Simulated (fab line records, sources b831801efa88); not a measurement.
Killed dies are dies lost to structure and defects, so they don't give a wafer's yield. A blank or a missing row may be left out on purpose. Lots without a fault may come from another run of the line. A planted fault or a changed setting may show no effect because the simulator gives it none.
Which tool did it? | flow sky130 | 6 lots, 18 wafers sampled, at 2 steps of a route of 708

WHAT THE GAUGES READ, wafer by wafer
SKY_POLY_CUT_CD_MEAS_08: target cd 270 nm.
lot  | measured     | on        | cd_nm (nm)
L568 | day 25 06:11 | cd_sem-01 | 271.2 270.3 269.5
L570 | day 25 10:04 | cd_sem-01 | 271.6 271.6 272.0
L580 | day 29 03:12 | cd_sem-02 | 268.4 269.1 268.1
L584 | day 31 19:10 | cd_sem-02 | 269.3 268.3 269.1
L586 | day 31 17:47 | cd_sem-02 | 270.2 270.9 270.2
L588 | day 31 20:38 | cd_sem-02 | 271.3 272.1 272.0

WHICH TOOL RAN EACH LOT (tool, then ch and the chambers of the sampled wafers, then the start)
lot  | SKY_FIELD_ISO_WET_ETCH_30
L568 | wet_bench-01 ch 0, day 3 02:08
L570 | wet_bench-01 ch 1, day 3 03:16
L580 | wet_bench-03 ch 0, day 5 07:35
L584 | wet_bench-02 ch 3, day 6 02:49
L586 | wet_bench-02 ch 2, day 6 13:56
L588 | wet_bench-02 ch 2, day 6 22:22
- SKY_FIELD_ISO_WET_ETCH_30: etches SiO2 in dHF, target depth 25 nm, time 50 s.

THE ANSWER, worked out from the rows above alone
Rule: what is usual is taken from the lots themselves. Put in order of their means at a reading, lots are off if they are a third of the lots or fewer, leave a main group of 4 or more, and stand apart from it by a gap of 3 or more times the standard deviation of the main group's means; of several such gaps the widest counts. A main group whose means are all the same, to the digits that the tables above print for the reading, isn't used. A lot without any number at a reading at which 4 lots or more have one is off too. The other lots that the step has rows for count as sound.
No lot is off at any reading shown: from this, nothing can be told.

WHAT THE SIMULATOR HAD PUT IN
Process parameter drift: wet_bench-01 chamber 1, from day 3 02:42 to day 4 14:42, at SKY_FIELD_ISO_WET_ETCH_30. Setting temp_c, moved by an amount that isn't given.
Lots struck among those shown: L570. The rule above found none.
